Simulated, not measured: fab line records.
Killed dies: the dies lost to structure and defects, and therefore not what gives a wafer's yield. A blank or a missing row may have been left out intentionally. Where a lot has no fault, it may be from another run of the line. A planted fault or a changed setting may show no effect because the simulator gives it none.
fab line records    flow gf180mcu    part 2 of 2: steps 24 to 33 of 33
[record] lots = 5  wafers = 15  last_day = 33
route steps=602 shown VT_IMPLANT@104 MVSD@136
lots that met no fault: taken from a fault-free run of the same line
start_h: the number of hours between the record's first day and the start of the first shown wafer of the lot    wait_h: hours elapsed since this lot's preceding step    " same as the row above    L1.1+2: a single row standing in for several wafers    - no value present, or no start provided    * or withheld: withheld    < > ~ a bound
route shown NAME@n: NAME is a module with steps in the file, n the number in the route of the first one    usual: the fault-free wafers' mean and standard deviation    same: alike in all rows    chamber/n: place in a boat    sites: readings site by site    _std_site: the standard deviation of these    _edge_site: inner sites' mean taken away from outer sites' mean    radius_mm: how far each site lies from the wafer's centre    mask NAME#n: copy n    behind: the tool/chamber that last shaped the wafer    hold: what put the lot on hold/how long, in hours/how the hold closed    device: transistor that didn't switch, given as n, p or np    end of line: tests of these same wafers at the route's end    a step without rows: its recipe alone    killed: count of dies lost to structure and defects at first sort (not the wafer's yield)    map: the dies of a wafer, with x for killed, . for not killed, _ for no die there
set.NAME: the setting that was run; set.NAME@STEP: the one run at that earlier step    model.NAME: the simulator's own value behind a step, which no gauge read
a table for each step, a row for each wafer; lots at some steps of the route
services: the hour from which a tool's chamber was out of use, counted from the record's first day as start_h (under 0 if before that day), plus the number of hours and why
[[steps]]
[step GF_VT_IMPLANT_EXPOSE_37]
[recipe] mask_id = Nwell_HV_AREA  target_cd_nm = 860  na = 0.6  source_shape = conventional  sigma_outer = 0.6  dose_mj = 140
[usual] focus_offset_nm = 0.1/0.56
lot.wafer  tool              chamber  start_h  wait_h  mask             focus_offset_nm
L087.1     iline_stepper-01  0        -        -       Nwell_HV_AREA#0  0.8
L087.2     "                 0        "        "       Nwell_HV_AREA#0  0.4
L087.5     "                 0        "        "       Nwell_HV_AREA#0  0.1
L088.2     iline_stepper-01  0        -        -       Nwell_HV_AREA#0  0.1
L088.4     "                 0        "        "       Nwell_HV_AREA#0  0.7
L088.5     "                 0        "        "       Nwell_HV_AREA#0  0.3
L092.1     iline_stepper-02  0        -        -       Nwell_HV_AREA#0  -0.4
L092.3     "                 0        "        "       Nwell_HV_AREA#0  0.7
L092.4     "                 0        "        "       Nwell_HV_AREA#0  0.5
L093.1     iline_stepper-01  0        -        -       Nwell_HV_AREA#0  0.4
L093.4     "                 0        "        "       Nwell_HV_AREA#0  -0.8
L093.5     "                 0        "        "       Nwell_HV_AREA#0  -0.5
L094.1     iline_stepper-01  0        -        -       Nwell_HV_AREA#0  -0.8
L094.2     "                 0        "        "       Nwell_HV_AREA#0  -0.4
L094.3     "                 0        "        "       Nwell_HV_AREA#0  -0.2
[step GF_VT_IMPLANT_PEB_38]
[recipe] temp_c = withheld  time_s = *  resist = NOVOLAK
[usual] exhaust_pa = 45.1/0.83
lot.wafer  tool            chamber  start_h  wait_h  exhaust_pa
L087.1     litho_track-03  0        -        -       44.8
L087.2     "               0        "        "       46.6
L087.5     "               0        "        "       45.8
L088.2     litho_track-04  0        -        -       45.7
L088.4     "               0        "        "       45.3
L088.5     "               0        "        "       44.5
L092.1     litho_track-03  0        -        -       44.4
L092.3     "               0        "        "       45.4
L092.4     "               0        "        "       46.9
L093.1     litho_track-03  0        -        -       44.4
L093.4     "               0        "        "       43.9
L093.5     "               0        "        "       43.8
L094.1     litho_track-02  0        -        -       44.4
L094.2     "               0        "        "       45.6
L094.3     "               0        "        "       45.6
[step GF_VT_IMPLANT_DEVELOP_39]
[recipe] develop_time_s = 60  dev_temp_c = 23
[usual] developer_temp_C = 23.01/0.11  exhaust_pa = 45.0/0.86
lot.wafer  tool            chamber  start_h  wait_h  developer_temp_C  exhaust_pa
L087.1     litho_track-03  0        245.38   0.1     22.96             45.0
L087.2     "               0        "        "       22.84             45.0
L087.5     "               0        "        "       23.00             45.3
L088.2     litho_track-04  0        253.69   0.1     23.26             43.9
L088.4     "               0        "        "       23.08             44.8
L088.5     "               0        "        "       22.98             44.0
L092.1     litho_track-03  0        277.73   0.1     23.05             45.9
L092.3     "               0        "        "       22.95             45.8
L092.4     "               0        "        "       23.14             45.0
L093.1     litho_track-03  0        285.18   0.1     23.05             44.7
L093.4     "               0        "        "       22.95             44.1
L093.5     "               0        "        "       23.06             44.2
L094.1     litho_track-02  0        291.56   0.1     23.06             46.0
L094.2     "               0        "        "       23.05             44.3
L094.3     "               0        "        "       23.18             44.4
[step GF_VT_IMPLANT_OVL_MEAS_40]
[usual] VT_IMPLANT_03_OVL = -1.2/1.3
lot.wafer  tool        chamber  start_h  wait_h  VT_IMPLANT_03_OVL[nm]
L087.1     overlay-02  -        245.53   0.1     0.1
L087.2     "           -        "        "       -0.2
L087.5     "           -        "        "       0.5
L088.2     overlay-02  -        253.82   0.1     -1.7
L088.4     "           -        "        "       -0.4
L088.5     "           -        "        "       0.3
L092.1     overlay-01  -        277.88   0.1     -0.2
L092.3     "           -        "        "       -1.6
L092.4     "           -        "        "       -1.3
L093.1     overlay-01  -        285.33   0.1     -1.6
L093.4     "           -        "        "       -0.9
L093.5     "           -        "        "       -2.1
L094.1     overlay-01  -        291.71   0.1     2.3
L094.2     "           -        "        "       0.4
L094.3     "           -        "        "       2.9
[step GF_VT_IMPLANT_IMPLANT_41]
[recipe] species = As  energy_kev = 70  dose_cm2 = 1.013e+12  tilt_deg = 7
[usual] beam_on_s = 10.02/0.19
lot.wafer  tool          chamber  start_h  wait_h  beam_on_s
L087.1     implanter-04  0        245.56   0.0     10.11
L087.2     "             0        "        "       10.53
L087.5     "             0        "        "       10.03
L088.2     implanter-02  0        253.87   0.0     10.10
L088.4     "             0        "        "       9.79
L088.5     "             0        "        "       10.10
L092.1     implanter-02  0        277.91   0.0     10.03
L092.3     "             0        "        "       9.82
L092.4     "             0        "        "       10.17
L093.1     implanter-04  0        285.36   0.0     9.60
L093.4     "             0        "        "       10.19
L093.5     "             0        "        "       10.19
L094.1     implanter-03  0        291.74   0.0     10.17
L094.2     "             0        "        "       10.25
L094.3     "             0        "        "       9.83
[step GF_VT_IMPLANT_STRIP_42]
[recipe] chemistry = O2/N2  power_w = 1400  pressure_mtorr = 1500  platen_temp_c = 250  o2_flow_sccm = 3000  n2_flow_sccm = 300  overash_fraction = 0.5
[usual] drypump_motor_current_A = 5.8/0.53  heater_power_w = 327/39  oes_product_au = 0.716/0.0045  strip_time_to_endpoint_s = 12.63/0.042
lot.wafer  tool             chamber  start_h  wait_h  drypump_motor_current_A  heater_power_w  oes_product_au  rf_hours_counter_h  strip_time_to_endpoint_s
L087.1     plasma_asher-03  0        245.71   0.1     6.6                      315             0.718           12                  12.71
L087.2     "                1        "        "       6.6                      363             0.714           12                  12.69
L087.5     "                0        "        "       6.6                      315             0.719           -                   12.70
L088.2     plasma_asher-01  0        254.00   0.1     5.3                      283             0.724           62                  12.72
L088.4     "                1        "        "       6.1                      396             0.727           -                   12.69
L088.5     "                0        "        "       5.3                      275             0.710           -                   12.71
L092.1     plasma_asher-01  0        278.06   0.1     5.3                      283             0.710           64                  12.56
L092.3     "                1        "        "       6.1                      381             0.712           -                   12.55
L092.4     "                0        "        "       5.3                      277             0.712           -                   12.61
L093.1     plasma_asher-01  1        285.51   0.1     6.0                      377             0.716           65                  12.62
L093.4     "                1        "        "       6.0                      378             0.711           -                   12.58
L093.5     "                1        "        "       6.0                      387             0.720           -                   12.61
L094.1     plasma_asher-03  1        291.89   0.1     6.6                      364             0.715           18                  12.67
L094.2     "                0        "        "       6.6                      320             0.719           18                  12.67
L094.3     "                0        "        "       6.6                      319             0.711           -                   12.66
[step GF_VT_IMPLANT_TW_MEAS_43]
[usual] VT_IMPLANT_4_TW = 691/6.8
lot.wafer  tool           chamber  start_h  wait_h  VT_IMPLANT_4_TW
L087.1     film_metro-01  -        245.81   0.1     696
L087.2     "              -        "        "       700
L087.5     "              -        "        "       697
L088.2     film_metro-02  -        254.11   0.1     684
L088.4     "              -        "        "       685
L088.5     "              -        "        "       685
L092.1     film_metro-02  -        278.16   0.1     680
L092.3     "              -        "        "       687
L092.4     "              -        "        "       683
L093.1     film_metro-02  -        285.61   0.1     680
L093.4     "              -        "        "       681
L093.5     "              -        "        "       682
L094.1     film_metro-03  -        291.99   0.1     690
L094.2     "              -        "        "       694
L094.3     "              -        "        "       693
[step GF_VT_IMPLANT_CLEAN_44]
[recipe] chemistry = SC1/SC2  mix = 1:4:20  temp_c = 70  time_s = 150  dry = n2_spin
[usual] bath_guard_temp_C = 70.0/0.53
lot.wafer  tool          chamber  start_h  wait_h  bath_guard_temp_C
L087.1     wet_bench-01  1        245.87   0.1     70.1
L087.2     "             1        "        "       70.0
L087.5     "             1        "        "       70.3
L088.2     wet_bench-03  0        254.16   0.0     69.3
L088.4     "             0        "        "       69.5
L088.5     "             0        "        "       69.4
L092.1     wet_bench-01  2        278.22   0.1     70.3
L092.3     "             2        "        "       70.5
L092.4     "             2        "        "       69.9
L093.1     wet_bench-03  3        285.67   0.1     70.3
L093.4     "             3        "        "       70.1
L093.5     "             3        "        "       70.0
L094.1     wet_bench-04  2        292.05   0.1     69.4
L094.2     "             2        "        "       69.3
L094.3     "             2        "        "       69.2
[step GF_VT_IMPLANT_RTA_45]
[recipe] temp_c = 1050  time_s = 30  ambient = N2
[usual] lamp_power_pct = 37.11/0.19  wafer_temp_C_max = 1053.6/1.2
lot.wafer  tool           chamber  start_h  wait_h  lamp_power_pct  wafer_temp_C_max
L087.1     rtp_anneal-02  0        245.93   0.0     36.90           1053.1
L087.2     "              0        "        "       36.88           1055.2
L087.5     "              0        "        "       36.97           1054.5
L088.2     rtp_anneal-02  0        254.23   0.0     36.98           1056.3
L088.4     "              0        "        "       36.92           1055.1
L088.5     "              0        "        "       36.92           1054.4
L092.1     rtp_anneal-01  0        278.27   0.0     37.27           1054.2
L092.3     "              0        "        "       37.27           1054.3
L092.4     "              0        "        "       37.29           1052.4
L093.1     rtp_anneal-01  0        285.73   0.0     37.29           1053.1
L093.4     "              0        "        "       37.29           1052.8
L093.5     "              0        "        "       37.23           1052.4
L094.1     rtp_anneal-02  0        292.10   0.0     36.93           1054.8
L094.2     "              0        "        "       36.92           1054.3
L094.3     "              0        "        "       36.97           1054.1
[step GF_VT_IMPLANT_RS_MEAS_46]
[recipe] thk_meas_gauge = four-point-probe
[usual] MVSD_RS = 457.2/1.2
lot.wafer  tool           chamber  start_h  wait_h  MVSD_RS[ohm/sq]
L087.1     film_metro-03  -        246.03   0.1     456.1
L087.2     "              -        "        "       456.1
L087.5     "              -        "        "       455.9
L088.2     film_metro-03  -        254.33   0.1     458.2
L088.4     "              -        "        "       457.0
L088.5     "              -        "        "       458.7
L092.1     film_metro-03  -        278.37   0.1     457.0
L092.3     "              -        "        "       456.1
L092.4     "              -        "        "       457.1
L093.1     film_metro-02  -        285.83   0.1     457.4
L093.4     "              -        "        "       456.9
L093.5     "              -        "        "       457.5
L094.1     film_metro-03  -        292.20   0.1     458.1
L094.2     "              -        "        "       458.4
L094.3     "              -        "        "       457.3
[[services]]
tool              chamber  start_h  hours  kind
iline_stepper-02  -        190.87   1.5    repair
plasma_asher-03   -        200.33   2.7    repair
implanter-02      -        205.35   1.3    repair
implanter-04      -        210.89   4.4    repair
wet_bench-03      -        219.63   1.9    pm
wet_bench-01      -        220.05   0.7    repair
iline_stepper-01  -        225.82   1.7    pm
iline_stepper-02  -        249.36   1.7    pm
plasma_asher-03   -        262.77   1.6    repair
plasma_asher-01   -        267.88   6.8    repair
plasma_asher-04   -        271.22   2.1    repair
implanter-04      -        277.22   4.1    repair
implanter-02      -        286.34   3.9    repair
implanter-04      -        288.32   2.7    repair
implanter-04      -        290.08   3.2    repair
